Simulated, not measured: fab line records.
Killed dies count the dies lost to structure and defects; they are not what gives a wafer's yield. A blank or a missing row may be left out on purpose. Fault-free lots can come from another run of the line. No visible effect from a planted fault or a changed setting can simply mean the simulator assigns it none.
2 desks looking at one fault / flow sky130 / every desk sees just its own numbers, and what lay behind them comes last

## AT THE TOOL OWNER'S DESK: pvd-sputter-02
The tool's own readings at SKY_VIA1_SPUTTER_20 (material TiN, target thk 20 nm, time 80 s): means of the sampled wafers that have a number, for each lot that ran on this tool. A lot is out of limits, marked OUT, if its mean lies more than 4 standard deviations from the usual mean; the brackets give that distance.
Columns: A = throttle-valve-pct at SKY_VIA1_SPUTTER_20, usual 29.6 %
lot=L958; first seen here=day 36 03:31; A=29.2
lot=L964; first seen here=day 36 21:34; A=30.3
lot=L979; first seen here=day 40 23:48; A=29.9
Finding of this desk: none of the 3 lots has anything out of limits.

## AT THE METROLOGY DESK
What the gauges read for every lot (on any tool): the sampled wafers with a number, averaged. A lot is out of limits, marked OUT, if its mean lies more than 4 standard deviations from the usual mean; the brackets give that distance.
Columns: A = cd-nm at SKY_VIA1_CD_MEAS_12, usual 150.5 nm; B = VIA1_OVL at SKY_VIA1_OVL_MEAS_13, usual 1 nm
lot=L958; first seen here=day 36 02:41; A=152.7; B=4
lot=L964; first seen here=day 36 20:43; A=152.0; B=7
lot=L971; first seen here=day 38 18:31; A=152.4; B=-5
lot=L972; first seen here=day 39 08:16; A=149.7; B=-7
lot=L974; first seen here=day 39 18:39; A=151.1; B=10
lot=L979; first seen here=day 40 22:59; A=151.9; B=1
Finding of this desk: none of the 6 lots has anything out of limits.

## ALL TOGETHER
The desk of the tool owner found nothing out of limits.
From the metrology desk's view, nothing was out of limits.

## WHAT THE SIMULATOR PUT IN
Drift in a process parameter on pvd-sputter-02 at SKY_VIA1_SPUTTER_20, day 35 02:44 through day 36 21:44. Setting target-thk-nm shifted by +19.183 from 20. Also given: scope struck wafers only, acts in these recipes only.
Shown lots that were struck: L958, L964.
